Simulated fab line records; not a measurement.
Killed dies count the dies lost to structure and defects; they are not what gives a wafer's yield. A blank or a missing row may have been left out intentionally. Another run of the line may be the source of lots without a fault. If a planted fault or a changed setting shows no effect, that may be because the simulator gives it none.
fab line records -- flow sky130
record: lots: 9, wafers: 27, last_day: 51
route steps=708 shown VIA1@481 METAL3@565 CAP2M@605
lots that met no fault: taken from a fault-free run of the same line
start_h: start of the lot's first displayed wafer, in hours after the record's first day -- wait_h: hours from the lot's prior step to this one -- " repeats the value in the row above -- L1.1+2: one row covering several wafers at once -- - no value present, or no start provided -- * or withheld: withheld -- < > ~ a bound
route shown NAME@n: NAME is a module with steps in the file, n the number in the route of the first one -- usual: the fault-free wafers' mean and standard deviation -- same: alike in all rows -- chamber/n: place in a boat -- sites: each site's reading -- _std_site: the values' standard deviation -- _edge_site: the outer-site mean with the inner-site mean subtracted -- radius_mm: for every site, how far away it sits from the centre of the wafer -- mask NAME#n: copy n -- behind: the most recent tool/chamber to have shaped the wafer -- hold: what put the lot on hold/how long, in hours/how the hold closed -- device: transistor that didn't switch, given as n, p or np -- end of line: the route-end tests of the same wafers -- for a step that has no rows: nothing shown but its recipe -- killed: count of dies lost to structure and defects at first sort (not the wafer's yield) -- map: per-die view of a wafer (x killed, . not killed, _ where there is no die)
set.NAME: the setting that was run; set.NAME@STEP: the one run at that earlier step -- model.NAME: the simulator's own value behind a step, which no gauge read
steps of the route over a sample of lots; a table a step, a row a wafer
services: from which hour (start_h, from the record's first day; less than 0 if before it) a tool's chamber was out of use, for how many hours, and why
== steps ==
step: SKY_VIA1_THK_MEAS_23
recipe: thk_meas_gauge: xrf, reads: W_of_VIA1_CVD_21
usual: VIA1_W_THK: 265/3.6
lot.wafer,tool,chamber,start_h,wait_h,VIA1_W_THK[nm]
L101.1,film_metro-04,-,829.75,0.1,264
L101.4,film_metro-04,-,829.75,0.1,263
L101.6,film_metro-04,-,829.75,0.1,263
L108.1,film_metro-02,-,872.99,0.1,270
L108.2,film_metro-02,-,872.99,0.1,269
L108.3,film_metro-02,-,872.99,0.1,266
L109.2,film_metro-04,-,886.96,0.1,267
L109.3,film_metro-04,-,886.96,0.1,270
L109.6,film_metro-04,-,886.96,0.1,264
L110.2,film_metro-01,-,889.05,0.1,263
L110.3,film_metro-01,-,889.05,0.1,266
L110.5,film_metro-01,-,889.05,0.1,270
L112.1,film_metro-04,-,904.80,0.1,267
L112.2,film_metro-04,-,904.80,0.1,263
L112.4,film_metro-04,-,904.80,0.1,268
L114.4,film_metro-04,-,921.98,0.1,268
L114.5,film_metro-04,-,921.98,0.1,265
L114.6,film_metro-04,-,921.98,0.1,258
L117.3,film_metro-01,-,943.86,0.1,271
L117.5,film_metro-01,-,943.86,0.1,265
L117.6,film_metro-01,-,943.86,0.1,269
L118.3,film_metro-04,-,947.82,0.1,257
L118.4,film_metro-04,-,947.82,0.1,265
L118.5,film_metro-04,-,947.82,0.1,265
L123.3,film_metro-01,-,972.51,0.1,264
L123.4,film_metro-01,-,972.51,0.1,260
L123.6,film_metro-01,-,972.51,0.1,268
step: SKY_METAL3_DESCUM_15
recipe: chemistry: O2, source_power_w: 150, bias_power_w: 0, pressure_mtorr: 10, temp_c: 40, time_s: 8
usual: drypump_motor_current_A: 5.9/0.42, he_backside_leak_sccm: 3.34/0.24, oes_product_au: 0.983/0.0071
lot.wafer,tool,chamber,start_h,wait_h,drypump_motor_current_A,he_backside_leak_sccm,oes_product_au,rf_hours_counter_h
L101.1,rie_metal-04,0,938.33,0.0,6.3,3.53,0.984,17
L101.4,rie_metal-04,0,938.33,0.0,6.3,3.43,0.988,-
L101.6,rie_metal-04,0,938.33,0.0,6.3,3.52,0.984,-
L108.1,rie_metal-03,1,978.08,0.0,5.4,3.43,0.970,15
L108.2,rie_metal-03,0,978.08,0.0,6.2,3.16,0.981,18
L108.3,rie_metal-03,1,978.08,0.0,5.4,3.57,0.965,-
L109.2,rie_metal-02,0,992.65,0.0,6.3,3.30,0.976,14
L109.3,rie_metal-02,0,992.65,0.0,6.3,3.42,0.985,-
L109.6,rie_metal-02,0,992.65,0.0,6.3,3.37,0.992,-
L110.2,rie_metal-04,0,994.25,0.0,6.3,3.46,0.986,20
L110.3,rie_metal-04,1,994.25,0.0,5.2,3.65,0.986,-
L110.5,rie_metal-04,1,994.25,0.0,5.2,3.40,0.983,-
L112.1,rie_metal-04,1,1008.30,0.0,5.2,3.60,0.993,13
L112.2,rie_metal-04,0,1008.30,0.0,6.3,3.42,0.990,21
L112.4,rie_metal-04,1,1008.30,0.0,5.2,3.61,0.985,-
L114.4,rie_metal-02,0,1024.76,0.0,6.3,3.46,0.977,-
L114.5,rie_metal-02,0,1024.76,0.0,6.3,3.39,0.982,-
L114.6,rie_metal-02,1,1024.76,0.0,5.9,3.03,0.984,-
L117.3,rie_metal-03,0,1044.17,0.0,6.3,3.11,0.975,-
L117.5,rie_metal-03,0,1044.17,0.0,6.2,3.14,0.995,-
L117.6,rie_metal-03,0,1044.17,0.0,6.3,3.11,0.990,-
L118.3,rie_metal-03,1,1048.96,0.0,5.4,3.34,0.978,-
L118.4,rie_metal-03,0,1048.96,0.0,6.2,3.00,0.973,-
L118.5,rie_metal-03,1,1048.96,0.0,5.4,3.47,0.980,-
L123.3,rie_metal-02,0,1071.06,0.0,6.2,3.49,0.982,-
L123.4,rie_metal-02,1,1071.06,0.0,5.8,3.12,0.988,-
L123.6,rie_metal-02,1,1071.06,0.0,5.9,3.03,0.976,-
step: SKY_METAL3_ETCH_16
recipe: chemistry: N2/H2, target: BARC, ion_energy_ev: 200, bias_w: 100, pressure_mtorr: 30, n2_flow_sccm: 100, h2_flow_sccm: 200, icp_w: 500, stop_on: SiO2, time_s: 88.2, target_depth_a: 600
usual: drypump_motor_current_A: 5.9/0.42, he_backside_leak_sccm: 3.33/0.27, oes_product_au: 0.625/0.0043, throttle_valve_pct: 13.204/0.01
lot.wafer,tool,chamber,start_h,wait_h,drypump_motor_current_A,he_backside_leak_sccm,oes_product_au,rf_hours_counter_h,throttle_valve_pct
L101.1,rie_metal-04,0,938.36,0.0,6.3,3.44,0.622,17,13.187
L101.4,rie_metal-04,0,938.36,0.0,6.3,3.37,0.619,-,13.199
L101.6,rie_metal-04,0,938.36,0.0,6.3,3.45,0.629,-,13.210
L108.1,rie_metal-03,1,978.11,0.0,5.4,3.19,0.622,15,13.215
L108.2,rie_metal-03,0,978.11,0.0,6.2,3.14,0.627,18,13.202
L108.3,rie_metal-03,1,978.11,0.0,5.4,3.25,0.637,-,13.204
L109.2,rie_metal-02,0,992.71,0.0,6.3,3.38,0.626,14,13.195
L109.3,rie_metal-02,0,992.71,0.0,6.3,3.40,0.622,-,13.206
L109.6,rie_metal-02,0,992.71,0.0,6.3,3.43,0.627,-,13.215
L110.2,rie_metal-04,0,994.28,0.0,6.3,3.35,0.620,20,13.189
L110.3,rie_metal-04,1,994.28,0.0,5.2,3.69,0.620,-,13.205
L110.5,rie_metal-04,1,994.28,0.0,5.2,3.73,0.623,-,13.207
L112.1,rie_metal-04,1,1008.33,0.0,5.2,3.51,0.633,13,13.198
L112.2,rie_metal-04,0,1008.33,0.0,6.3,3.50,0.624,21,13.192
L112.4,rie_metal-04,1,1008.33,0.0,5.2,3.56,0.619,-,13.213
L114.4,rie_metal-02,0,1024.81,0.0,6.3,3.39,0.622,-,13.199
L114.5,rie_metal-02,0,1024.81,0.0,6.3,3.34,0.621,-,13.208
L114.6,rie_metal-02,1,1024.81,0.0,5.9,3.08,0.626,-,13.206
L117.3,rie_metal-03,0,1044.28,0.1,6.3,3.08,0.625,-,13.194
L117.5,rie_metal-03,0,1044.28,0.1,6.3,3.17,0.623,-,13.196
L117.6,rie_metal-03,0,1044.28,0.1,6.3,3.08,0.628,-,13.190
L118.3,rie_metal-03,1,1049.01,0.0,5.4,3.40,0.627,-,13.194
L118.4,rie_metal-03,0,1049.01,0.0,6.3,3.14,0.626,-,13.205
L118.5,rie_metal-03,1,1049.01,0.0,5.4,3.43,0.629,-,13.217
L123.3,rie_metal-02,0,1071.12,0.0,6.3,3.36,0.621,-,13.216
L123.4,rie_metal-02,1,1071.12,0.0,5.9,3.15,0.620,-,13.209
L123.6,rie_metal-02,1,1071.12,0.0,5.9,3.08,0.623,-,13.215
step: SKY_CAP2M_SPUTTER_02
recipe: material: TiN, target_thk_nm: 200, temp_c: 300, power_w: 6500, time_s: 166.7, chamber_pressure_pa: 0.4
usual: cathode_dc_power_W: 6500.0/1.2, throttle_valve_pct: 30.1/1.2
lot.wafer,tool,chamber,start_h,wait_h,cathode_dc_power_W,throttle_valve_pct
L101.1,pvd_sputter-04,-,966.94,0.1,6498.5,28.3
L101.4,pvd_sputter-04,-,966.94,0.1,6498.6,30.7
L101.6,pvd_sputter-04,-,966.94,0.1,6500.5,28.0
L108.1,pvd_sputter-01,-,1005.55,0.1,6499.2,31.4
L108.2,pvd_sputter-01,-,1005.55,0.1,6500.2,31.0
L108.3,pvd_sputter-01,-,1005.55,0.1,6502.6,31.4
L109.2,pvd_sputter-04,-,1020.25,0.0,6500.4,30.1
L109.3,pvd_sputter-04,-,1020.25,0.0,6501.0,28.0
L109.6,pvd_sputter-04,-,1020.25,0.0,6500.9,28.2
L110.2,pvd_sputter-01,-,1021.48,0.0,6499.9,31.3
L110.3,pvd_sputter-01,-,1021.48,0.0,6500.7,31.1
L110.5,pvd_sputter-01,-,1021.48,0.0,6500.1,31.1
L112.1,pvd_sputter-01,-,1035.13,0.1,6498.2,31.2
L112.2,pvd_sputter-01,-,1035.13,0.1,6500.9,31.6
L112.4,pvd_sputter-01,-,1035.13,0.1,6499.3,31.3
L114.4,pvd_sputter-04,-,1051.25,0.0,6499.7,29.9
L114.5,pvd_sputter-04,-,1051.25,0.0,6502.4,28.0
L114.6,pvd_sputter-04,-,1051.25,0.0,6499.0,28.7
L117.3,pvd_sputter-04,-,1069.57,0.0,5638.5,28.5
L117.5,pvd_sputter-04,-,1069.57,0.0,5640.8,30.9
L117.6,pvd_sputter-04,-,1069.57,0.0,5637.6,28.1
L118.3,pvd_sputter-04,-,1074.48,0.0,5637.4,28.2
L118.4,pvd_sputter-04,-,1074.48,0.0,5637.2,30.7
L118.5,pvd_sputter-04,-,1074.48,0.0,5637.3,28.7
L123.3,pvd_sputter-02,-,1095.65,0.0,6500.4,30.6
L123.4,pvd_sputter-02,-,1095.65,0.0,6499.0,29.1
L123.6,pvd_sputter-02,-,1095.65,0.0,6500.3,29.8
step: SKY_CAP2M_RS_MEAS_03
recipe: thk_meas_gauge: four-point-probe, reads: TiN_of_CAP2M_SPUTTER_02
usual: CAP2M_TIN_RS: 6.89/0.1
lot.wafer,tool,chamber,start_h,wait_h,CAP2M_TIN_RS[ohm/sq]
L101.1,film_metro-03,-,967.05,0.1,6.87
L101.4,film_metro-03,-,967.05,0.1,6.88
L101.6,film_metro-03,-,967.05,0.1,6.71
L108.1,film_metro-03,-,1005.68,0.1,6.93
L108.2,film_metro-03,-,1005.68,0.1,6.97
L108.3,film_metro-03,-,1005.68,0.1,6.91
L109.2,film_metro-02,-,1020.38,0.1,6.75
L109.3,film_metro-02,-,1020.38,0.1,6.74
L109.6,film_metro-02,-,1020.38,0.1,6.68
L110.2,film_metro-04,-,1021.62,0.1,6.94
L110.3,film_metro-04,-,1021.62,0.1,6.85
L110.5,film_metro-04,-,1021.62,0.1,6.87
L112.1,film_metro-02,-,1035.24,0.1,6.94
L112.2,film_metro-02,-,1035.24,0.1,6.87
L112.4,film_metro-02,-,1035.24,0.1,6.87
L114.4,film_metro-03,-,1051.42,0.1,6.77
L114.5,film_metro-03,-,1051.42,0.1,6.79
L114.6,film_metro-03,-,1051.42,0.1,6.82
L117.3,film_metro-02,-,1069.72,0.1,7.91
L117.5,film_metro-02,-,1069.72,0.1,8.07
L117.6,film_metro-02,-,1069.72,0.1,7.81
L118.3,film_metro-02,-,1074.63,0.1,7.76
L118.4,film_metro-02,-,1074.63,0.1,8.06
L118.5,film_metro-02,-,1074.63,0.1,7.85
L123.3,film_metro-02,-,1095.80,0.1,7.03
L123.4,film_metro-02,-,1095.80,0.1,6.79
L123.6,film_metro-02,-,1095.80,0.1,6.95
step: SKY_CAP2M_THK_MEAS_04
recipe: thk_meas_gauge: xrf, reads: TiN_of_CAP2M_SPUTTER_02
usual: CAP2M_TIN_THK: 196/3.3
lot.wafer,tool,chamber,start_h,wait_h,CAP2M_TIN_THK[nm]
L101.1,film_metro-03,-,967.17,0.1,199
L101.4,film_metro-03,-,967.17,0.1,199
L101.6,film_metro-03,-,967.17,0.1,203
L108.1,film_metro-03,-,1005.80,0.1,196
L108.2,film_metro-03,-,1005.80,0.1,194
L108.3,film_metro-03,-,1005.80,0.1,196
L109.2,film_metro-02,-,1020.49,0.1,199
L109.3,film_metro-02,-,1020.49,0.1,200
L109.6,film_metro-02,-,1020.49,0.1,201
L110.2,film_metro-04,-,1021.73,0.1,196
L110.3,film_metro-04,-,1021.73,0.1,196
L110.5,film_metro-04,-,1021.73,0.1,197
L112.1,film_metro-02,-,1035.36,0.1,194
L112.2,film_metro-02,-,1035.36,0.1,196
L112.4,film_metro-02,-,1035.36,0.1,197
L114.4,film_metro-03,-,1051.51,0.1,201
L114.5,film_metro-03,-,1051.51,0.1,200
L114.6,film_metro-03,-,1051.51,0.1,199
L117.3,film_metro-02,-,1069.82,0.1,171
L117.5,film_metro-02,-,1069.82,0.1,168
L117.6,film_metro-02,-,1069.82,0.1,174
L118.3,film_metro-02,-,1074.73,0.1,173
L118.4,film_metro-02,-,1074.73,0.1,167
L118.5,film_metro-02,-,1074.73,0.1,172
L123.3,film_metro-02,-,1095.90,0.1,190
L123.4,film_metro-02,-,1095.90,0.1,198
L123.6,film_metro-02,-,1095.90,0.1,193
step: SKY_CAP2M_METAL_ETCH_13
recipe: target_depth_nm: 220, stop_on: SiO2, chemistry: Cl2/BCl3, target: TiN, pressure_mtorr: 10, icp_w: 900, bias_w: 48.5, Cl2_flow_sccm: 60, bcl3_flow_sccm: 30, time_s: 62.9
usual: drypump_motor_current_A: 5.9/0.39, he_backside_leak_sccm: 3.39/0.2, mfc_cl2_sccm: 60.00/0.2, oes_product_au: 0.943/0.0092, throttle_valve_pct: 21.900/0.0099
lot.wafer,tool,chamber,start_h,wait_h,drypump_motor_current_A,he_backside_leak_sccm,mfc_cl2_sccm,oes_product_au,rf_hours_counter_h,throttle_valve_pct
L101.1,rie_metal-04,1,992.46,0.0,5.2,3.51,60.21,0.942,12,21.897
L101.4,rie_metal-04,1,992.46,0.0,5.2,3.57,60.17,0.944,-,21.900
L101.6,rie_metal-04,1,992.46,0.0,5.2,3.50,60.01,0.957,-,21.887
L108.1,rie_metal-02,1,1029.56,0.0,5.9,3.03,59.77,0.942,8,21.895
L108.2,rie_metal-02,0,1029.56,0.0,6.3,3.47,60.47,0.934,16,21.905
L108.3,rie_metal-02,0,1029.56,0.0,6.3,3.42,60.06,0.935,-,21.905
L109.2,rie_metal-04,0,1043.08,0.0,6.3,3.37,59.70,0.952,1,21.884
L109.3,rie_metal-04,1,1043.08,0.0,5.2,3.25,60.01,0.949,-,21.893
L109.6,rie_metal-04,0,1043.08,0.0,6.3,3.49,59.77,0.952,-,21.888
L110.2,rie_metal-01,1,1045.30,0.0,5.7,3.32,60.20,0.936,11,21.892
L110.3,rie_metal-01,0,1045.30,0.0,5.6,3.54,59.90,0.946,-,21.904
L110.5,rie_metal-01,1,1045.30,0.0,5.7,3.34,60.08,0.939,-,21.891
L112.1,rie_metal-01,0,1057.70,0.0,5.7,3.43,60.11,0.937,9,21.898
L112.2,rie_metal-01,1,1057.70,0.0,5.8,3.51,60.18,0.947,12,21.903
L112.4,rie_metal-01,1,1057.70,0.0,5.7,3.63,60.09,0.948,-,21.908
L114.4,rie_metal-04,0,1073.60,0.0,6.3,3.48,60.39,0.954,-,21.892
L114.5,rie_metal-04,0,1073.60,0.0,6.3,3.37,60.41,0.951,-,21.884
L114.6,rie_metal-04,1,1073.60,0.0,5.2,3.44,60.01,0.950,-,21.903
L117.3,rie_metal-04,0,1091.59,0.0,6.3,3.52,60.07,0.878,-,21.948
L117.5,rie_metal-04,0,1091.59,0.0,6.3,3.59,59.73,0.853,-,21.954
L117.6,rie_metal-04,1,1091.59,0.0,5.2,3.73,59.89,0.877,-,21.957
L118.3,rie_metal-02,0,1095.95,0.0,6.3,3.50,59.98,0.878,-,21.938
L118.4,rie_metal-02,1,1095.95,0.0,5.9,3.19,60.03,0.867,-,21.947
L118.5,rie_metal-02,0,1095.95,0.0,6.3,3.49,60.14,0.878,-,21.943
L123.3,rie_metal-02,1,1116.60,0.0,5.8,3.12,59.68,0.929,-,21.913
L123.4,rie_metal-02,0,1116.60,0.0,6.3,3.33,59.74,0.951,-,21.890
L123.6,rie_metal-02,1,1116.60,0.0,5.9,3.04,59.88,0.929,-,21.904
== services ==
tool,chamber,start_h,hours,kind
rie_metal-03,0,925.01,1.5,repair
pvd_sputter-04,-,950.92,4.6,repair
pvd_sputter-01,-,962.29,24.6,repair
rie_metal-04,0,1013.26,-,clean
rie_metal-04,0,1013.26,18.1,scheduled_down
rie_metal-04,0,1013.26,18.1,vent_cycle
pvd_sputter-04,-,1026.40,2.1,repair
rie_metal-03,1,1032.84,12.0,repair
rie_metal-04,-,1051.16,2.8,pm
rie_metal-03,0,1106.89,-,clean
rie_metal-03,0,1106.89,29.5,scheduled_down
rie_metal-03,0,1106.89,29.5,vent_cycle
== key ==
first_sign: step: SKY_CAP2M_SPUTTER_02, reading: cathode_dc_power_W, direction: down, sigmas: 99+, usual: 6500.0, struck: 5638.1
effect: step: SKY_CAP2M_RS_MEAS_03, reading: CAP2M_TIN_RS, direction: up, sigmas: 9.7, usual: 6.89, struck: 7.91
effect: step: SKY_CAP2M_THK_MEAS_04, reading: CAP2M_TIN_THK, direction: down, sigmas: 7.6, usual: 196, struck: 171
effect: step: SKY_CAP2M_METAL_ETCH_13, reading: oes_product_au, direction: down, sigmas: 7.7, usual: 0.943, struck: 0.872
met_at SKY_CAP2M_SPUTTER_02
struck_lots L117,L118
not_acting_at SKY_VIA1_THK_MEAS_23,SKY_METAL3_DESCUM_15,SKY_METAL3_ETCH_16
onset_between 1051.25 1069.57
fault: kind: process_parameter_drift, tool: pvd_sputter-04, chamber: -, onset_h: 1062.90, steps: SKY_CAP2M_SPUTTER_02, channel: power_w, offset: *, shape: step, end_h: 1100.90, acts_in: *, stated: *
